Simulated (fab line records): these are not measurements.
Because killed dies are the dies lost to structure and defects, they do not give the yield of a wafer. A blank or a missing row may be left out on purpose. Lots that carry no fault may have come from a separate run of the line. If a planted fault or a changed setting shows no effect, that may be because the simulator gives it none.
A struck lot beside a sound one -- flow gf180mcu -- 17 steps out of a route of 602
Sound: these wafers, L947.1, L947.2, L947.3. The struck wafers were L953.1, L953.2, L953.3. Last of all comes the cause.
For every step that has rows: the tool of each side, followed by ch and its chambers, followed by its first start. Under that, the readings that differ: sound wafers -- struck wafers -- difference of the means -- sigmas: that difference in standard deviations of wafers without a fault.
alike: readings with means less than 2 such deviations apart, plus words and numbers identical on both sides. not compared: withheld readings, readings lacking a value on some wafer, bounds such as >300 that could conceal the same value, and numbers that have no deviation in the record and whose values overlap.
A row with sigmas, a row that says differs or no value, or rows on one side alone: a step with any of these is where the two part. When numbers do not overlap yet have no deviation, they are printed without sigmas and do not part them. Lack of a reading on every wafer of one side parts them only where that side has two or more wafers.

first, 3 steps without rows for these wafers: GF_V3_EXPOSE_11 (exposes mask Via3, target cd 260 nm); GF_V3_PEB_12 (peb time 90 s); GF_V3_DEVELOP_13 (develop time 60 s).
GF_V3_CD_MEAS_14: the cd target is 260 nm.
  sound on cd sem-02, day 24 15:50; struck on cd sem-02, day 27 03:18
  alike: cd nm
GF_V3_OVL_MEAS_15:
  sound on overlay-01, day 24 15:58; struck on overlay-01, day 27 03:25
reading,sound,struck,difference,sigmas
V3_OVL (nm),-1 -1 -3,9 9 12,+12,+2
GF_V3_ETCH_16: etches BARC in N2/H2.
  sound on rie diel-02 ch 1,2,3, day 24 15:59; struck on rie diel-02 ch 0,1,3, day 27 03:28
  alike: bias w, drypump motor current A, oes product au, throttle valve pct
GF_V3_ETCH_17: etches SiO2 in C4F8/O2/Ar, stops on TiN, target depth 635 nm.
  sound on rie diel-02 ch 1,2,3; struck on rie diel-02 ch 0,1,3
  alike: bias w, oes product au
GF_V3_STRIP_18: strips in O2/N2.
  sound on plasma asher-01 ch 0,1, day 24 16:07; struck on plasma asher-01 ch 0,1, day 27 03:35
  alike: drypump motor current A, heater power w, oes product au
  not compared: rf hours counter h
then, 2 steps without rows for these wafers: GF_V3_STRIP_19 (strips in post etch residue remover, time 1200 s); GF_V3_CLEAN_20 (cleans in DIW).
GF_V3_SPUTTER_21: material Ti, target thk 15 nm, time 80.02 s.
  sound on pvd sputter-03, day 24 16:39; struck on pvd sputter-03, day 27 04:07
  alike: substrate temp c, throttle valve pct
then, 1 step without rows for these wafers: GF_V3_SPUTTER_22 (material TiN, target thk 10 nm, time 40 s).
GF_V3_CVD_23: deposits W, target thk 350 nm, time 104.9 s.
  sound on cvd w-01 ch 0,1, day 24 16:45; struck on cvd w-01 ch 0,1, day 27 04:14
  alike: heater power w
GF_V3_RS_MEAS_24: uses a four-point probe to measure.
  sound on film metro-03, day 24 16:52; struck on film metro-02, day 27 04:38
reading,sound,struck,difference,sigmas
V3_W_RS (ohm/sq),0.332 0.328 0.326,0.456 0.457 0.462,+0.130,+39
  not compared: hold
GF_V3_THK_MEAS_25: measures by xrf.
  sound on film metro-03, day 24 16:59; struck on film metro-02, day 27 07:35
reading,sound,struck,difference,sigmas
V3_W_THK (nm),344 348 349,278 279 275,-70,-15
  not compared: hold
GF_V3_CMP_26: polishes, stops on SiO2, t overpolish 15 s, target thk 0 nm.
  sound on cmp-02 ch 0,1,3, day 24 17:03; struck on cmp-02 ch 1,2,3, day 27 09:08
reading,sound,struck,difference,sigmas
hold,- - -,await dispo/1.5h/release await dispo/1.5h/release await dispo/1.5h/release,no value on the sound wafers,
  alike: motor current A, overpolish run s, time to endpoint s
GF_PASSIVATION_PROBE_99:
  rows exist in the record for the sound wafers here (prober-02, day 31 00:32), none for the struck ones

WHERE THEY PART
First at GF_V3_OVL_MEAS_15; last, within this record, at GF_PASSIVATION_PROBE_99.

WHY: the cause the simulator had injected
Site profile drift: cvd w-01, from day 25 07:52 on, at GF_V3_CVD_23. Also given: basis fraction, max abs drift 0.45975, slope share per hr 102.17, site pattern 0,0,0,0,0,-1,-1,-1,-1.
